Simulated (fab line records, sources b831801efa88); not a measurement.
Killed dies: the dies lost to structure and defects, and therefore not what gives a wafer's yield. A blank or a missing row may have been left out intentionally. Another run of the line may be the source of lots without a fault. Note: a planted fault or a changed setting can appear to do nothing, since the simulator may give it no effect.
fab line records || flow sky130
record {"lots": 5, "wafers": 15, "last-day": 49}
route steps=708 shown POLY_GATE@229 LDD_N@237
lots untouched by any fault: they come from a run of this same line in which no faults occurred
start-h: start of the lot's first displayed wafer, in hours after the record's first day || wait-h: how many hours have passed since the lot's step before this one || " as in the row above || L1.1+2: a row that stands for several wafers || - no value present, or no start provided || * or withheld: withheld || < > ~ a bound
route shown NAME@n: names a module that has steps shown in the file, with the first one's number in the route || usual: mean and standard deviation over wafers with no fault || same: alike in all rows || chamber/n: place in a boat || sites: each site's reading || _std_site: their standard deviation || _edge_site: the outer-site mean with the inner-site mean subtracted || radius-mm: how far each site lies from the wafer's centre || mask NAME#n: copy n || behind: tool/chamber where the wafer was last shaped || hold: what put the lot on hold/how long, in hours/how the hold closed || device: whichever transistor did not switch (one of n, p or np) || end of line: the same wafers' tests at the end of the route || where a step has no rows: the recipe by itself || killed: dies lost to structure and defects at the first sort, not the wafer's yield || map: the dies of a wafer, with x for killed, . for not killed, _ for no die there
set.NAME: the setting that was run; set.NAME@STEP: the one run at that earlier step || model.NAME: the simulator's own value behind a step, which no gauge read
lots at some steps of the route; a table a step, a row a wafer
services: when a tool's chamber went out of use (start-h, in hours from the record's first day, below 0 if earlier), for how many hours, and the reason
## steps
# step SKY_POLY_GATE_ETCH_15
# recipe {"chemistry": "N2/H2", "target": "BARC", "ion-energy-ev": 200, "source-w": 500, "bias-w": 100, "pressure-mtorr": 30, "n2-flow-sccm": 100, "h2-flow-sccm": 200, "stop-on": "SiO2", "time-s": 118.5, "target-depth-a": 1100}
# usual {"drypump-motor-current-A": "6.0/0.39", "oes-product-au": "0.716/0.0048", "rf-fwd-power-W": "497.4/1.7", "throttle-valve-pct": "13.213/0.0094"}
{"lot.wafer": "L297.2", "tool": "rie-diel-04", "chamber": 0, "start-h": 394.85, "wait-h": 0.0, "drypump-motor-current-A": 6.3, "oes-product-au": 0.707, "rf-fwd-power-W": 495.8, "rf-hours-counter-h": 82, "throttle-valve-pct": 13.211}
{"lot.wafer": "L297.3", "tool": "rie-diel-04", "chamber": 1, "start-h": 394.85, "wait-h": 0.0, "drypump-motor-current-A": 5.9, "oes-product-au": 0.710, "rf-fwd-power-W": 493.3, "rf-hours-counter-h": 2, "throttle-valve-pct": 13.217}
{"lot.wafer": "L297.5", "tool": "rie-diel-04", "chamber": 2, "start-h": 394.85, "wait-h": 0.0, "drypump-motor-current-A": 6.0, "oes-product-au": 0.719, "rf-fwd-power-W": 497.0, "rf-hours-counter-h": "-", "throttle-valve-pct": 13.195}
{"lot.wafer": "L298.1", "tool": "rie-diel-02", "chamber": 2, "start-h": 405.98, "wait-h": 0.0, "drypump-motor-current-A": 6.0, "oes-product-au": 0.713, "rf-fwd-power-W": 498.8, "rf-hours-counter-h": 2, "throttle-valve-pct": 13.207}
{"lot.wafer": "L298.4", "tool": "rie-diel-02", "chamber": 0, "start-h": 405.98, "wait-h": 0.0, "drypump-motor-current-A": 6.2, "oes-product-au": 0.721, "rf-fwd-power-W": 498.6, "rf-hours-counter-h": 44, "throttle-valve-pct": 13.206}
{"lot.wafer": "L298.5", "tool": "rie-diel-02", "chamber": 2, "start-h": 405.98, "wait-h": 0.0, "drypump-motor-current-A": 6.1, "oes-product-au": 0.721, "rf-fwd-power-W": 497.8, "rf-hours-counter-h": "-", "throttle-valve-pct": 13.205}
{"lot.wafer": "L300.3", "tool": "rie-diel-01", "chamber": 0, "start-h": 426.13, "wait-h": 0.0, "drypump-motor-current-A": 5.9, "oes-product-au": 0.712, "rf-fwd-power-W": 499.7, "rf-hours-counter-h": 0, "throttle-valve-pct": 13.207}
{"lot.wafer": "L300.4", "tool": "rie-diel-01", "chamber": 2, "start-h": 426.13, "wait-h": 0.0, "drypump-motor-current-A": 6.2, "oes-product-au": 0.715, "rf-fwd-power-W": 501.3, "rf-hours-counter-h": 1, "throttle-valve-pct": 13.198}
{"lot.wafer": "L300.6", "tool": "rie-diel-01", "chamber": 2, "start-h": 426.13, "wait-h": 0.0, "drypump-motor-current-A": 6.2, "oes-product-au": 0.714, "rf-fwd-power-W": 497.3, "rf-hours-counter-h": "-", "throttle-valve-pct": 13.214}
{"lot.wafer": "L310.4", "tool": "rie-diel-04", "chamber": 2, "start-h": 510.08, "wait-h": 0.0, "drypump-motor-current-A": 6.0, "oes-product-au": 0.709, "rf-fwd-power-W": 498.1, "rf-hours-counter-h": 3, "throttle-valve-pct": 13.204}
{"lot.wafer": "L310.5", "tool": "rie-diel-04", "chamber": 2, "start-h": 510.08, "wait-h": 0.0, "drypump-motor-current-A": 6.0, "oes-product-au": 0.716, "rf-fwd-power-W": 496.2, "rf-hours-counter-h": "-", "throttle-valve-pct": 13.205}
{"lot.wafer": "L310.6", "tool": "rie-diel-04", "chamber": 3, "start-h": 510.08, "wait-h": 0.0, "drypump-motor-current-A": 6.8, "oes-product-au": 0.717, "rf-fwd-power-W": 494.6, "rf-hours-counter-h": "-", "throttle-valve-pct": 13.219}
{"lot.wafer": "L313.2", "tool": "rie-diel-02", "chamber": 1, "start-h": 541.03, "wait-h": 0.0, "drypump-motor-current-A": 5.4, "oes-product-au": 0.710, "rf-fwd-power-W": 497.1, "rf-hours-counter-h": 1, "throttle-valve-pct": 13.220}
{"lot.wafer": "L313.4", "tool": "rie-diel-02", "chamber": 3, "start-h": 541.03, "wait-h": 0.0, "drypump-motor-current-A": 5.6, "oes-product-au": 0.719, "rf-fwd-power-W": 495.7, "rf-hours-counter-h": 3, "throttle-valve-pct": 13.230}
{"lot.wafer": "L313.5", "tool": "rie-diel-02", "chamber": 1, "start-h": 541.03, "wait-h": 0.0, "drypump-motor-current-A": 5.4, "oes-product-au": 0.714, "rf-fwd-power-W": 497.9, "rf-hours-counter-h": "-", "throttle-valve-pct": 13.215}
# step SKY_POLY_GATE_ETCH_16
# recipe {"stop-on": "poly-Si", "chemistry": "CH3F/O2", "target": "Si3N4", "source-w": 400, "bias-w": 80, "pressure-mtorr": 25, "ch3f-flow-sccm": 40, "O2_flow_sccm": 30, "time-s": 147.5, "target-depth-a": 750}
# usual {"drypump-motor-current-A": "6.0/0.39", "oes-product-au": "0.640/0.0048", "rf-fwd-power-W": "398.3/1.4", "throttle-valve-pct": "10.535/0.0083"}
{"lot.wafer": "L297.2", "tool": "rie-diel-04", "chamber": 0, "start-h": 394.93, "wait-h": 0.0, "drypump-motor-current-A": 6.3, "oes-product-au": 0.640, "rf-fwd-power-W": 398.7, "rf-hours-counter-h": 82, "throttle-valve-pct": 10.542}
{"lot.wafer": "L297.3", "tool": "rie-diel-04", "chamber": 1, "start-h": 394.93, "wait-h": 0.0, "drypump-motor-current-A": 6.0, "oes-product-au": 0.638, "rf-fwd-power-W": 399.5, "rf-hours-counter-h": 2, "throttle-valve-pct": 10.533}
{"lot.wafer": "L297.5", "tool": "rie-diel-04", "chamber": 2, "start-h": 394.93, "wait-h": 0.0, "drypump-motor-current-A": 6.0, "oes-product-au": 0.633, "rf-fwd-power-W": 400.2, "rf-hours-counter-h": "-", "throttle-valve-pct": 10.543}
{"lot.wafer": "L298.1", "tool": "rie-diel-02", "chamber": 2, "start-h": 406.06, "wait-h": 0.0, "drypump-motor-current-A": 6.1, "oes-product-au": 0.634, "rf-fwd-power-W": 397.2, "rf-hours-counter-h": 3, "throttle-valve-pct": 10.540}
{"lot.wafer": "L298.4", "tool": "rie-diel-02", "chamber": 0, "start-h": 406.06, "wait-h": 0.0, "drypump-motor-current-A": 6.1, "oes-product-au": 0.644, "rf-fwd-power-W": 400.7, "rf-hours-counter-h": 44, "throttle-valve-pct": 10.529}
{"lot.wafer": "L298.5", "tool": "rie-diel-02", "chamber": 2, "start-h": 406.06, "wait-h": 0.0, "drypump-motor-current-A": 6.1, "oes-product-au": 0.635, "rf-fwd-power-W": 398.4, "rf-hours-counter-h": "-", "throttle-valve-pct": 10.536}
{"lot.wafer": "L300.3", "tool": "rie-diel-01", "chamber": 0, "start-h": 426.21, "wait-h": 0.0, "drypump-motor-current-A": 5.9, "oes-product-au": 0.647, "rf-fwd-power-W": 398.4, "rf-hours-counter-h": 0, "throttle-valve-pct": 10.544}
{"lot.wafer": "L300.4", "tool": "rie-diel-01", "chamber": 2, "start-h": 426.21, "wait-h": 0.0, "drypump-motor-current-A": 6.2, "oes-product-au": 0.640, "rf-fwd-power-W": 399.0, "rf-hours-counter-h": 1, "throttle-valve-pct": 10.530}
{"lot.wafer": "L300.6", "tool": "rie-diel-01", "chamber": 2, "start-h": 426.21, "wait-h": 0.0, "drypump-motor-current-A": 6.2, "oes-product-au": 0.648, "rf-fwd-power-W": 398.7, "rf-hours-counter-h": "-", "throttle-valve-pct": 10.534}
{"lot.wafer": "L310.4", "tool": "rie-diel-04", "chamber": 2, "start-h": 510.16, "wait-h": 0.0, "drypump-motor-current-A": 6.0, "oes-product-au": 0.649, "rf-fwd-power-W": 398.9, "rf-hours-counter-h": 3, "throttle-valve-pct": 10.535}
{"lot.wafer": "L310.5", "tool": "rie-diel-04", "chamber": 2, "start-h": 510.16, "wait-h": 0.0, "drypump-motor-current-A": 6.0, "oes-product-au": 0.642, "rf-fwd-power-W": 397.8, "rf-hours-counter-h": "-", "throttle-valve-pct": 10.530}
{"lot.wafer": "L310.6", "tool": "rie-diel-04", "chamber": 3, "start-h": 510.16, "wait-h": 0.0, "drypump-motor-current-A": 6.8, "oes-product-au": 0.634, "rf-fwd-power-W": 398.1, "rf-hours-counter-h": "-", "throttle-valve-pct": 10.546}
{"lot.wafer": "L313.2", "tool": "rie-diel-02", "chamber": 1, "start-h": 541.11, "wait-h": 0.0, "drypump-motor-current-A": 5.3, "oes-product-au": 0.633, "rf-fwd-power-W": 398.0, "rf-hours-counter-h": 1, "throttle-valve-pct": 10.537}
{"lot.wafer": "L313.4", "tool": "rie-diel-02", "chamber": 3, "start-h": 541.11, "wait-h": 0.0, "drypump-motor-current-A": 5.6, "oes-product-au": 0.640, "rf-fwd-power-W": 398.6, "rf-hours-counter-h": 3, "throttle-valve-pct": 10.531}
{"lot.wafer": "L313.5", "tool": "rie-diel-02", "chamber": 1, "start-h": 541.11, "wait-h": 0.0, "drypump-motor-current-A": 5.3, "oes-product-au": 0.642, "rf-fwd-power-W": 397.8, "rf-hours-counter-h": "-", "throttle-valve-pct": 10.530}
# step SKY_POLY_GATE_ETCH_17
# recipe {"target-depth-nm": 180, "stop-on": "SiO2", "over-etch-frac": 0.56667, "chemistry": "HBr/Cl2", "target": "poly-Si", "icp-w": 400, "bias-w": 100, "pressure-mtorr": 10, "HBr_flow_sccm": 150, "Cl2_flow_sccm": 50, "time-s": 70.5}
# usual {"drypump-motor-current-A": "5.8/0.46", "oes-product-au": "0.986/0.0075", "rf-fwd-power-W": "397.3/1.2", "throttle-valve-pct": "33.684/0.0086"}
{"lot.wafer": "L297.2", "tool": "rie-si-01", "chamber": 3, "start-h": 395.03, "wait-h": 0.0, "drypump-motor-current-A": 6.0, "oes-product-au": 0.988, "rf-fwd-power-W": 398.6, "rf-hours-counter-h": 36, "throttle-valve-pct": 33.675}
{"lot.wafer": "L297.3", "tool": "rie-si-01", "chamber": 1, "start-h": 395.03, "wait-h": 0.0, "drypump-motor-current-A": 5.8, "oes-product-au": 0.980, "rf-fwd-power-W": 396.5, "rf-hours-counter-h": 2, "throttle-valve-pct": 33.685}
{"lot.wafer": "L297.5", "tool": "rie-si-01", "chamber": 1, "start-h": 395.03, "wait-h": 0.0, "drypump-motor-current-A": 5.8, "oes-product-au": 0.976, "rf-fwd-power-W": 398.3, "rf-hours-counter-h": "-", "throttle-valve-pct": 33.690}
{"lot.wafer": "L298.1", "tool": "rie-si-02", "chamber": 1, "start-h": 406.16, "wait-h": 0.0, "drypump-motor-current-A": 5.7, "oes-product-au": 0.979, "rf-fwd-power-W": 398.1, "rf-hours-counter-h": 6, "throttle-valve-pct": 33.699}
{"lot.wafer": "L298.4", "tool": "rie-si-02", "chamber": 2, "start-h": 406.16, "wait-h": 0.0, "drypump-motor-current-A": 5.9, "oes-product-au": 0.983, "rf-fwd-power-W": 396.0, "rf-hours-counter-h": 0, "throttle-valve-pct": 33.677}
{"lot.wafer": "L298.5", "tool": "rie-si-02", "chamber": 0, "start-h": 406.16, "wait-h": 0.0, "drypump-motor-current-A": 5.6, "oes-product-au": 0.992, "rf-fwd-power-W": 396.3, "rf-hours-counter-h": "-", "throttle-valve-pct": 33.669}
{"lot.wafer": "L300.3", "tool": "rie-si-02", "chamber": 1, "start-h": 426.31, "wait-h": 0.0, "drypump-motor-current-A": 5.7, "oes-product-au": 0.997, "rf-fwd-power-W": 397.9, "rf-hours-counter-h": 6, "throttle-valve-pct": 33.673}
{"lot.wafer": "L300.4", "tool": "rie-si-02", "chamber": 2, "start-h": 426.31, "wait-h": 0.0, "drypump-motor-current-A": 5.9, "oes-product-au": 1.006, "rf-fwd-power-W": 396.2, "rf-hours-counter-h": 0, "throttle-valve-pct": 33.680}
{"lot.wafer": "L300.6", "tool": "rie-si-02", "chamber": 0, "start-h": 426.31, "wait-h": 0.0, "drypump-motor-current-A": 5.5, "oes-product-au": 0.995, "rf-fwd-power-W": 396.5, "rf-hours-counter-h": "-", "throttle-valve-pct": 33.673}
{"lot.wafer": "L310.4", "tool": "rie-si-02", "chamber": 0, "start-h": 510.26, "wait-h": 0.0, "drypump-motor-current-A": 5.5, "oes-product-au": 0.993, "rf-fwd-power-W": 395.6, "rf-hours-counter-h": 0, "throttle-valve-pct": 33.685}
{"lot.wafer": "L310.5", "tool": "rie-si-02", "chamber": 0, "start-h": 510.26, "wait-h": 0.0, "drypump-motor-current-A": 5.5, "oes-product-au": 1.005, "rf-fwd-power-W": 395.5, "rf-hours-counter-h": "-", "throttle-valve-pct": 33.683}
{"lot.wafer": "L310.6", "tool": "rie-si-02", "chamber": 1, "start-h": 510.26, "wait-h": 0.0, "drypump-motor-current-A": 5.7, "oes-product-au": 0.988, "rf-fwd-power-W": 398.1, "rf-hours-counter-h": "-", "throttle-valve-pct": 33.687}
{"lot.wafer": "L313.2", "tool": "rie-si-01", "chamber": 0, "start-h": 541.21, "wait-h": 0.0, "drypump-motor-current-A": 5.6, "oes-product-au": 0.983, "rf-fwd-power-W": 397.6, "rf-hours-counter-h": 1, "throttle-valve-pct": 33.698}
{"lot.wafer": "L313.4", "tool": "rie-si-01", "chamber": 1, "start-h": 541.21, "wait-h": 0.0, "drypump-motor-current-A": 5.8, "oes-product-au": 0.982, "rf-fwd-power-W": 396.5, "rf-hours-counter-h": 3, "throttle-valve-pct": 33.691}
{"lot.wafer": "L313.5", "tool": "rie-si-01", "chamber": 1, "start-h": 541.21, "wait-h": 0.0, "drypump-motor-current-A": 5.8, "oes-product-au": 0.978, "rf-fwd-power-W": 397.3, "rf-hours-counter-h": "-", "throttle-valve-pct": 33.687}
# step SKY_POLY_GATE_STRIP_18
# recipe {"chemistry": "O2/N2", "power-w": 1400, "pressure-mtorr": 1500, "platen-temp-c": "withheld", "o2-flow-sccm": 3000, "n2-flow-sccm": 300, "overash-fraction": 0.5}
# usual {"drypump-motor-current-A": "5.9/0.36", "oes-product-au": "0.360/0.0045", "strip-time-to-endpoint-s": "3.171/0.028"}
{"lot.wafer": "L297.2", "tool": "plasma-asher-02", "chamber": 1, "start-h": 395.09, "wait-h": 0.0, "drypump-motor-current-A": 5.7, "oes-product-au": 0.362, "rf-hours-counter-h": 68, "strip-time-to-endpoint-s": 3.186}
{"lot.wafer": "L297.3", "tool": "plasma-asher-02", "chamber": 0, "start-h": 395.09, "wait-h": 0.0, "drypump-motor-current-A": 6.1, "oes-product-au": 0.357, "rf-hours-counter-h": "-", "strip-time-to-endpoint-s": 3.169}
{"lot.wafer": "L297.5", "tool": "plasma-asher-02", "chamber": 1, "start-h": 395.09, "wait-h": 0.0, "drypump-motor-current-A": 5.7, "oes-product-au": 0.356, "rf-hours-counter-h": "-", "strip-time-to-endpoint-s": 3.198}
{"lot.wafer": "L298.1", "tool": "plasma-asher-02", "chamber": 0, "start-h": 406.22, "wait-h": 0.0, "drypump-motor-current-A": 6.1, "oes-product-au": 0.361, "rf-hours-counter-h": 69, "strip-time-to-endpoint-s": 3.184}
{"lot.wafer": "L298.4", "tool": "plasma-asher-02", "chamber": 1, "start-h": 406.22, "wait-h": 0.0, "drypump-motor-current-A": 5.7, "oes-product-au": 0.345, "rf-hours-counter-h": "-", "strip-time-to-endpoint-s": 3.135}
{"lot.wafer": "L298.5", "tool": "plasma-asher-02", "chamber": 1, "start-h": 406.22, "wait-h": 0.0, "drypump-motor-current-A": 5.7, "oes-product-au": 0.355, "rf-hours-counter-h": "-", "strip-time-to-endpoint-s": 3.166}
{"lot.wafer": "L300.3", "tool": "plasma-asher-04", "chamber": 1, "start-h": 426.40, "wait-h": 0.1, "drypump-motor-current-A": 5.8, "oes-product-au": 0.359, "rf-hours-counter-h": "-", "strip-time-to-endpoint-s": 3.207}
{"lot.wafer": "L300.4", "tool": "plasma-asher-04", "chamber": 0, "start-h": 426.40, "wait-h": 0.1, "drypump-motor-current-A": 5.4, "oes-product-au": 0.358, "rf-hours-counter-h": "-", "strip-time-to-endpoint-s": 3.162}
{"lot.wafer": "L300.6", "tool": "plasma-asher-04", "chamber": 1, "start-h": 426.40, "wait-h": 0.1, "drypump-motor-current-A": 5.8, "oes-product-au": 0.361, "rf-hours-counter-h": "-", "strip-time-to-endpoint-s": 3.190}
{"lot.wafer": "L310.4", "tool": "plasma-asher-01", "chamber": 0, "start-h": 510.35, "wait-h": 0.1, "drypump-motor-current-A": 6.6, "oes-product-au": 0.360, "rf-hours-counter-h": "-", "strip-time-to-endpoint-s": 3.161}
{"lot.wafer": "L310.5", "tool": "plasma-asher-01", "chamber": 0, "start-h": 510.35, "wait-h": 0.1, "drypump-motor-current-A": 6.6, "oes-product-au": 0.351, "rf-hours-counter-h": "-", "strip-time-to-endpoint-s": 3.142}
{"lot.wafer": "L310.6", "tool": "plasma-asher-01", "chamber": 1, "start-h": 510.35, "wait-h": 0.1, "drypump-motor-current-A": 6.1, "oes-product-au": 0.360, "rf-hours-counter-h": "-", "strip-time-to-endpoint-s": 3.135}
{"lot.wafer": "L313.2", "tool": "plasma-asher-02", "chamber": 1, "start-h": 541.26, "wait-h": 0.0, "drypump-motor-current-A": 5.7, "oes-product-au": 0.363, "rf-hours-counter-h": 10, "strip-time-to-endpoint-s": 3.196}
{"lot.wafer": "L313.4", "tool": "plasma-asher-02", "chamber": 0, "start-h": 541.26, "wait-h": 0.0, "drypump-motor-current-A": 6.1, "oes-product-au": 0.351, "rf-hours-counter-h": "-", "strip-time-to-endpoint-s": 3.112}
{"lot.wafer": "L313.5", "tool": "plasma-asher-02", "chamber": 1, "start-h": 541.26, "wait-h": 0.0, "drypump-motor-current-A": 5.8, "oes-product-au": 0.359, "rf-hours-counter-h": "-", "strip-time-to-endpoint-s": 3.157}
# step SKY_POLY_GATE_CLEAN_19
# recipe {"chemistry": "SC1/SC2", "mix": "1:4:20", "temp-c": 70, "time-s": 150, "dry": "n2-spin"}
# step SKY_POLY_GATE_OXIDATION_20
# recipe {"temp-c": 850, "ambient": "O2", "stabilise-s": 600, "purge-s": 300, "target-thk-a": 40, "ox-time-s": 899}
# step SKY_POLY_GATE_THK_MEAS_21
# recipe {"reads": "SiO2_of_POLY_GATE_OXIDATION_20"}
# usual {"POLY_GATE_OXIDATION_THK": "4.01/0.078"}
{"lot.wafer": "L297.2", "tool": "film-metro-04", "chamber": "-", "start-h": 398.51, "wait-h": 0.0, "POLY_GATE_OXIDATION_THK[nm]": 3.91}
{"lot.wafer": "L297.3", "tool": "film-metro-04", "chamber": "-", "start-h": 398.51, "wait-h": 0.0, "POLY_GATE_OXIDATION_THK[nm]": 3.90}
{"lot.wafer": "L297.5", "tool": "film-metro-04", "chamber": "-", "start-h": 398.51, "wait-h": 0.0, "POLY_GATE_OXIDATION_THK[nm]": 3.85}
{"lot.wafer": "L298.1", "tool": "film-metro-02", "chamber": "-", "start-h": 409.44, "wait-h": 0.0, "POLY_GATE_OXIDATION_THK[nm]": 4.03}
{"lot.wafer": "L298.4", "tool": "film-metro-02", "chamber": "-", "start-h": 409.44, "wait-h": 0.0, "POLY_GATE_OXIDATION_THK[nm]": 3.93}
{"lot.wafer": "L298.5", "tool": "film-metro-02", "chamber": "-", "start-h": 409.44, "wait-h": 0.0, "POLY_GATE_OXIDATION_THK[nm]": 4.00}
{"lot.wafer": "L300.3", "tool": "film-metro-04", "chamber": "-", "start-h": 428.57, "wait-h": 0.0, "POLY_GATE_OXIDATION_THK[nm]": 4.02}
{"lot.wafer": "L300.4", "tool": "film-metro-04", "chamber": "-", "start-h": 428.57, "wait-h": 0.0, "POLY_GATE_OXIDATION_THK[nm]": 3.90}
{"lot.wafer": "L300.6", "tool": "film-metro-04", "chamber": "-", "start-h": 428.57, "wait-h": 0.0, "POLY_GATE_OXIDATION_THK[nm]": 3.95}
{"lot.wafer": "L310.4", "tool": "film-metro-02", "chamber": "-", "start-h": 513.85, "wait-h": 0.0, "POLY_GATE_OXIDATION_THK[nm]": 4.03}
{"lot.wafer": "L310.5", "tool": "film-metro-02", "chamber": "-", "start-h": 513.85, "wait-h": 0.0, "POLY_GATE_OXIDATION_THK[nm]": 4.00}
{"lot.wafer": "L310.6", "tool": "film-metro-02", "chamber": "-", "start-h": 513.85, "wait-h": 0.0, "POLY_GATE_OXIDATION_THK[nm]": 3.99}
{"lot.wafer": "L313.2", "tool": "film-metro-01", "chamber": "-", "start-h": 542.67, "wait-h": 0.0, "POLY_GATE_OXIDATION_THK[nm]": 4.11}
{"lot.wafer": "L313.4", "tool": "film-metro-01", "chamber": "-", "start-h": 542.67, "wait-h": 0.0, "POLY_GATE_OXIDATION_THK[nm]": 4.05}
{"lot.wafer": "L313.5", "tool": "film-metro-01", "chamber": "-", "start-h": 542.67, "wait-h": 0.0, "POLY_GATE_OXIDATION_THK[nm]": 4.03}
# step SKY_POLY_GATE_CD_MEAS_22
# usual {"cd-nm": "149.7/2"}
{"lot.wafer": "L297.2", "tool": "cd-sem-02", "chamber": "-", "start-h": 398.59, "wait-h": 0.1, "cd-nm": 150.6}
{"lot.wafer": "L297.3", "tool": "cd-sem-02", "chamber": "-", "start-h": 398.59, "wait-h": 0.1, "cd-nm": 149.4}
{"lot.wafer": "L297.5", "tool": "cd-sem-02", "chamber": "-", "start-h": 398.59, "wait-h": 0.1, "cd-nm": 152.0}
{"lot.wafer": "L298.1", "tool": "cd-sem-01", "chamber": "-", "start-h": 409.50, "wait-h": 0.1, "cd-nm": 152.3}
{"lot.wafer": "L298.4", "tool": "cd-sem-01", "chamber": "-", "start-h": 409.50, "wait-h": 0.1, "cd-nm": 148.9}
{"lot.wafer": "L298.5", "tool": "cd-sem-01", "chamber": "-", "start-h": 409.50, "wait-h": 0.1, "cd-nm": 148.6}
{"lot.wafer": "L300.3", "tool": "cd-sem-01", "chamber": "-", "start-h": 428.67, "wait-h": 0.1, "cd-nm": 151.2}
{"lot.wafer": "L300.4", "tool": "cd-sem-01", "chamber": "-", "start-h": 428.67, "wait-h": 0.1, "cd-nm": 148.9}
{"lot.wafer": "L300.6", "tool": "cd-sem-01", "chamber": "-", "start-h": 428.67, "wait-h": 0.1, "cd-nm": 150.4}
{"lot.wafer": "L310.4", "tool": "cd-sem-01", "chamber": "-", "start-h": 513.97, "wait-h": 0.1, "cd-nm": 148.6}
{"lot.wafer": "L310.5", "tool": "cd-sem-01", "chamber": "-", "start-h": 513.97, "wait-h": 0.1, "cd-nm": 149.3}
{"lot.wafer": "L310.6", "tool": "cd-sem-01", "chamber": "-", "start-h": 513.97, "wait-h": 0.1, "cd-nm": 149.8}
{"lot.wafer": "L313.2", "tool": "cd-sem-02", "chamber": "-", "start-h": 542.75, "wait-h": 0.1, "cd-nm": 149.8}
{"lot.wafer": "L313.4", "tool": "cd-sem-02", "chamber": "-", "start-h": 542.75, "wait-h": 0.1, "cd-nm": 146.6}
{"lot.wafer": "L313.5", "tool": "cd-sem-02", "chamber": "-", "start-h": 542.75, "wait-h": 0.1, "cd-nm": 149.2}
# step SKY_LDD_N_DEHYDRATE_00
# recipe {"temp-c": 200, "time-s": 60}
# step SKY_LDD_N_HMDS_01
# recipe {"prime-time-s": 60, "prime-temp-c": 120}
# step SKY_LDD_N_COAT_02
# recipe {"resist": "NOVOLAK", "spin-rpm": 3000, "resist-thk-nm": 300}
# step SKY_LDD_N_SOFTBAKE_03
# recipe {"temp-c": 90, "time-s": 60, "resist": "NOVOLAK"}
# step SKY_LDD_N_EXPOSE_04
# recipe {"mask-id": "NTM", "target-cd-nm": 840, "na": 0.6, "source-shape": "conventional", "sigma-outer": 0.6, "dose-mj": 110}
{"lot.wafer": "L297.2+3+5", "tool": "iline-stepper-01", "chamber": 0, "start-h": 413.51, "wait-h": "-", "mask": "NTM#0"}
{"lot.wafer": "L298.1+4+5", "tool": "iline-stepper-01", "chamber": 0, "start-h": 424.84, "wait-h": "-", "mask": "NTM#0"}
{"lot.wafer": "L300.3+4+6", "tool": "iline-stepper-01", "chamber": 0, "start-h": 443.44, "wait-h": "-", "mask": "NTM_R1#0"}
{"lot.wafer": "L310.4+5+6", "tool": "iline-stepper-02", "chamber": 0, "start-h": 529.07, "wait-h": "-", "mask": "NTM#0"}
{"lot.wafer": "L313.2+4+5", "tool": "iline-stepper-02", "chamber": 0, "start-h": 557.79, "wait-h": "-", "mask": "NTM#0"}
# step SKY_LDD_N_PEB_05
# recipe {"temp-c": "withheld", "time-s": "*", "resist": "NOVOLAK"}
## services
{"tool": "rie-si-02", "chamber": 2, "start-h": 373.48, "hours": "-", "kind": "clean"}
{"tool": "rie-diel-01", "chamber": 2, "start-h": 375.29, "hours": 2.7, "kind": "repair"}
{"tool": "rie-si-01", "chamber": 3, "start-h": 383.71, "hours": 4.2, "kind": "repair"}
{"tool": "rie-diel-02", "chamber": 3, "start-h": 385.90, "hours": "-", "kind": "clean"}
{"tool": "rie-diel-02", "chamber": 3, "start-h": 385.90, "hours": 18.1, "kind": "scheduled-down"}
{"tool": "rie-diel-02", "chamber": 3, "start-h": 385.90, "hours": 18.1, "kind": "vent-cycle"}
{"tool": "iline-stepper-02", "chamber": "-", "start-h": 405.68, "hours": 4.4, "kind": "pm"}
{"tool": "rie-diel-04", "chamber": 2, "start-h": 417.52, "hours": 3.4, "kind": "repair"}
{"tool": "plasma-asher-02", "chamber": "-", "start-h": 421.25, "hours": 9.0, "kind": "pm"}
{"tool": "iline-stepper-01", "chamber": "-", "start-h": 435.22, "hours": 1.7, "kind": "pm"}
{"tool": "plasma-asher-02", "chamber": "-", "start-h": 439.19, "hours": 14.6, "kind": "pm"}
{"tool": "rie-diel-02", "chamber": 1, "start-h": 486.18, "hours": "-", "kind": "clean"}
{"tool": "rie-diel-02", "chamber": 1, "start-h": 486.18, "hours": 20.3, "kind": "scheduled-down"}
{"tool": "rie-diel-02", "chamber": 1, "start-h": 486.18, "hours": 20.3, "kind": "vent-cycle"}
{"tool": "plasma-asher-01", "chamber": "-", "start-h": 495.47, "hours": 7.8, "kind": "pm"}
{"tool": "rie-diel-01", "chamber": 3, "start-h": 507.98, "hours": 13.8, "kind": "repair"}
{"tool": "rie-diel-01", "chamber": 1, "start-h": 522.52, "hours": 1.7, "kind": "repair"}
{"tool": "plasma-asher-01", "chamber": "-", "start-h": 536.00, "hours": 0.5, "kind": "repair"}
{"tool": "rie-diel-02", "chamber": 0, "start-h": 543.22, "hours": 5.3, "kind": "repair"}
{"tool": "rie-diel-04", "chamber": 0, "start-h": 543.36, "hours": "-", "kind": "clean"}
{"tool": "rie-diel-04", "chamber": 0, "start-h": 543.36, "hours": 14.4, "kind": "scheduled-down"}
{"tool": "rie-diel-04", "chamber": 0, "start-h": 543.36, "hours": 14.4, "kind": "vent-cycle"}
{"tool": "rie-diel-04", "chamber": 3, "start-h": 544.42, "hours": 5.6, "kind": "repair"}
{"tool": "rie-diel-02", "chamber": 1, "start-h": 547.78, "hours": 10.6, "kind": "repair"}
## key
first-sign {"step": "SKY_LDD_N_EXPOSE_04", "reading": "mask", "direction": "changed"}
effect none on later readings
met-at SKY_LDD_N_EXPOSE_04
struck-wafers L300.3,L300.4,L300.6
sort-left-out L300.3,L300.4,L300.6
tester-left-out L300
onset-between 424.84 443.44
fault {"kind": "wrong-mask", "tool": "any", "chamber": "-", "onset-h": 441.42, "steps": "SKY_LDD_N_EXPOSE_04", "aux-copy": "NTM_R1#0", "cd-offset-nm": -101, "scope": "struck-lots-only"}
# tester-left-out: of these lots the tester's yield and bins aren't shown, on N5 and GAA mostly nor the transistor test; their killed dies are dies lost to structure and defects alone, not to doping, threshold or leakage, so they don't give the yield
# sort-left-out: the simulated sort isn't trusted on such a fault, so these wafers' sort isn't shown, and their yield isn't known
